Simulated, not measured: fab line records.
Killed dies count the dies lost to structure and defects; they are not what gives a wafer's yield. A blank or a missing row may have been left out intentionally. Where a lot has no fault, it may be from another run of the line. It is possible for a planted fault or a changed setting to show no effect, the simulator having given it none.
Chamber matching + flow sky130 + SKY_METAL3_ETCH_17 on rie_diel-01: 4 sister chambers
The step etches SiO2 in C4F8/O2/Ar, stops on TiN, time 3.9 s, target depth 15 nm. 8 wafers are shown with their chamber, then 8 later ones without.

## WAFERS PAIRED WITH THEIR CHAMBERS
| wafer  | chamber | oes_product_au (a.u.) |
|--------|---------|-----------------------|
| L082.3 | 3       | 0.767                 |
| L082.5 | 0       | 0.769                 |
| L086.3 | 2       | 0.746                 |
| L086.4 | 3       | 0.747                 |
| L087.4 | 0       | 0.758                 |
| L087.5 | 2       | 0.758                 |
| L087.6 | 1       | 0.760                 |
| L091.1 | 1       | 0.747                 |

## WAFERS MISSING THEIR CHAMBER
| wafer  | oes_product_au (a.u.) |
|--------|-----------------------|
| L091.2 | 0.754                 |
| L091.5 | 0.749                 |
| L093.1 | 0.749                 |
| L093.2 | 0.747                 |
| L093.5 | 0.745                 |
| L095.2 | 0.748                 |
| L095.3 | 0.755                 |
| L095.6 | 0.748                 |

## CHAMBER TAKEN BY EACH
| wafer  | from the rows above               | in truth |
|--------|-----------------------------------|----------|
| L091.2 | can't be placed: 1 or 2 or 3 or 0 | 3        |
| L091.5 | can't be placed: 2 or 1 or 3 or 0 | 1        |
| L093.1 | can't be placed: 2 or 1 or 3 or 0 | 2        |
| L093.2 | can't be placed: 2 or 1 or 3 or 0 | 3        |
| L093.5 | can't be placed: 2 or 1 or 3 or 0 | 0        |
| L095.2 | can't be placed: 2 or 1 or 3 or 0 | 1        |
| L095.3 | can't be placed: 1 or 3 or 2 or 0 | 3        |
| L095.6 | can't be placed: 2 or 1 or 3 or 0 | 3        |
Correctly placed: 0 of 8. Not placeable from these rows: 8 (in 8, the candidates include the true chamber). 0 placed wrongly.
How it was worked out, from the rows above alone: a wafer's distance from a chamber is the root of the sum, over the readings, of the square of ((its reading less the chamber's mean) divided by the reading's scatter). If the next closest chamber is less than 2 further off than the closest, the wafer can't be placed; otherwise it belongs to the closest. The mean given for a chamber averages the wafers shown for that chamber. The scatter: the root of (the sum of the squares of (reading less its chamber's mean) over the shown wafers, divided by (wafers less chambers)).
